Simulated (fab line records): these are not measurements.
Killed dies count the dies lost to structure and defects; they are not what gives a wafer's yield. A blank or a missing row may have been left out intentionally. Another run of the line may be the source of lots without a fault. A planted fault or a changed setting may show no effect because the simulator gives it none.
What tool caused it? :: flow gf180mcu :: 14 lots with 39 wafers sampled at 3 steps, on a route of 602 steps

## WHAT EACH GAUGE READ, for each wafer
GF_VT_IMPLANT_OVL_MEAS_18. Usual: for VT_IMPLANT_01_OVL the level is 0.9 nm and the standard deviation is 1.4.
lot: L979
measured: day 6 12:20
on: overlay-02
VT_IMPLANT_01_OVL (nm): -0.1 2.0 -0.3
flag: 

lot: L980
measured: day 6 17:52
on: overlay-02
VT_IMPLANT_01_OVL (nm): 1.2 1.8 -0.7
flag: 

lot: L982
measured: day 7 06:29
on: overlay-02
VT_IMPLANT_01_OVL (nm): -0.1 -1.5 -0.5
flag: 

lot: L985
measured: day 8 02:08
on: overlay-01
VT_IMPLANT_01_OVL (nm): 1.2 -1.0 -1.4
flag: 

lot: L986
measured: day 8 08:47
on: overlay-01
VT_IMPLANT_01_OVL (nm): 2.6 0.6 1.4
flag: 

lot: L987
measured: day 8 17:06
on: overlay-02
VT_IMPLANT_01_OVL (nm): 0.8 -0.8 0.5
flag: 

lot: L988
measured: day 8 20:11
on: overlay-01
VT_IMPLANT_01_OVL (nm): 0.5 -0.4 1.1
flag: 

lot: L989
measured: day 9 02:50
on: overlay-01
VT_IMPLANT_01_OVL (nm): 3.1 0.0 2.6
flag: 

lot: L993
measured: day 10 04:41
on: overlay-01
VT_IMPLANT_01_OVL (nm): 1.5 0.1 1.1
flag: 

lot: L994
measured: day 10 11:17
on: overlay-02
VT_IMPLANT_01_OVL (nm): 1.3 2.4
flag: 

lot: L995
measured: day 10 16:37
on: overlay-01
VT_IMPLANT_01_OVL (nm): 3.5 2.3
flag: 

lot: L997
measured: day 11 05:35
on: overlay-02
VT_IMPLANT_01_OVL (nm): -0.3 0.4
flag: 

lot: L100
measured: day 12 01:26
on: overlay-01
VT_IMPLANT_01_OVL (nm): -0.7 0.6 0.4
flag: 

lot: L102
measured: day 12 14:14
on: overlay-01
VT_IMPLANT_01_OVL (nm): 2.3 -0.4 1.9
flag: 

GF_SAB_CD_MEAS_09: target cd 420 nm. Usual: cdNm reads 419.5 nm (standard deviation 2.1).
lot: L979
measured: day 15 18:56
on: cdSem-01
cdNm (nm): 418.8 417.6 417.9
flag: 

lot: L980
measured: day 16 01:46
on: cdSem-01
cdNm (nm): 420.5 420.5 419.4
flag: 

lot: L982
measured: day 16 17:25
on: cdSem-02
cdNm (nm): 418.3 418.1 417.4
flag: 

lot: L985
measured: day 17 23:32
on: cdSem-02
cdNm (nm): 417.5 419.3 419.6
flag: 

lot: L986
measured: day 18 07:05
on: cdSem-02
cdNm (nm): 418.2 417.6 417.3
flag: 

lot: L987
measured: day 18 15:19
on: cdSem-02
cdNm (nm): 415.8 418.4 416.6
flag: 

lot: L988
measured: day 18 23:36
on: cdSem-02
cdNm (nm): 418.9 420.9 419.3
flag: 

lot: L989
measured: day 19 07:26
on: cdSem-01
cdNm (nm): 418.5 418.6 416.7
flag: 

lot: L993
measured: day 20 19:58
on: cdSem-02
cdNm (nm): 419.7 418.3 420.7
flag: 

lot: L994
measured: day 21 02:32
on: cdSem-02
cdNm (nm): 419.6 241.1
flag: OFF

lot: L995
measured: day 21 09:28
on: cdSem-02
cdNm (nm): 235.3 424.4
flag: OFF

lot: L997
measured: day 22 02:55
on: cdSem-02
cdNm (nm): 231.6 419.0
flag: OFF

lot: L100
measured: day 23 03:43
on: cdSem-01
cdNm (nm): 416.5 417.1 413.2
flag: 

lot: L102
measured: day 23 16:20
on: cdSem-01
cdNm (nm): 421.9 418.0 420.1
flag: 

## WHAT TOOL EACH LOT RAN ON (gives the tool, then ch and the chambers of the sampled wafers, and finally the start)
lot: L979
GF_SAB_EXPOSE_06: ilineStepper-01 ch 0, day 15 07:47

lot: L980
GF_SAB_EXPOSE_06: ilineStepper-02 ch 0, day 15 14:51

lot: L982
GF_SAB_EXPOSE_06: ilineStepper-02 ch 0, day 16 05:25

lot: L985
GF_SAB_EXPOSE_06: ilineStepper-01 ch 0, day 17 12:17

lot: L986
GF_SAB_EXPOSE_06: ilineStepper-01 ch 0, day 17 19:52

lot: L987
GF_SAB_EXPOSE_06: ilineStepper-02 ch 0, day 18 03:08

lot: L988
GF_SAB_EXPOSE_06: ilineStepper-02 ch 0, day 18 11:06

lot: L989
GF_SAB_EXPOSE_06: ilineStepper-01 ch 0, day 18 19:31

lot: L993
GF_SAB_EXPOSE_06: ilineStepper-02 ch 0, day 20 07:52

lot: L994
GF_SAB_EXPOSE_06: ilineStepper-02 ch 0, day 20 14:11

lot: L995
GF_SAB_EXPOSE_06: ilineStepper-02 ch 0, day 20 21:34

lot: L997
GF_SAB_EXPOSE_06: ilineStepper-02 ch 0, day 21 14:51

lot: L100
GF_SAB_EXPOSE_06: ilineStepper-01 ch 0, day 22 15:44

lot: L102
GF_SAB_EXPOSE_06: ilineStepper-01 ch 0, day 23 05:22
- GF_SAB_EXPOSE_06: exposes mask SAB, target cd 420 nm.

## WHAT THE TOOLS THEMSELVES READ (means of the sampled wafers that have a number; where no wafer has one, the mark that the record gives instead)
The record holds no such reading with a usual standard deviation.

## THE ANSWER, worked out from the rows above alone
Rule: a lot counts as off when the mean over its wafers that have a number is more than 3 standard deviations away from the usual mean. A lot without any number at a reading at which 4 lots or more have one is off too. Any other lot the step has rows for is counted as sound. First the gauges in route order, then the tools' own readings, where a lot's mean is used as printed above. The first step at which some lot is off is used, and at that step the reading that is off furthest; a lot without a number counts as furthest.
Off, at GF_SAB_CD_MEAS_09 on cdNm: L994, L995, L997.
A tool fits if, at a process step before that reading, it ran every lot that is off, and no sound lot after the first of them. The gauges at GF_SAB_CD_MEAS_09 are tried like those tools. This does not decide it: 2 tools fit, namely ilineStepper-02 at GF_SAB_EXPOSE_06 and cdSem-02 at GF_SAB_CD_MEAS_09.

## WHAT THE SIMULATOR HAD INSERTED
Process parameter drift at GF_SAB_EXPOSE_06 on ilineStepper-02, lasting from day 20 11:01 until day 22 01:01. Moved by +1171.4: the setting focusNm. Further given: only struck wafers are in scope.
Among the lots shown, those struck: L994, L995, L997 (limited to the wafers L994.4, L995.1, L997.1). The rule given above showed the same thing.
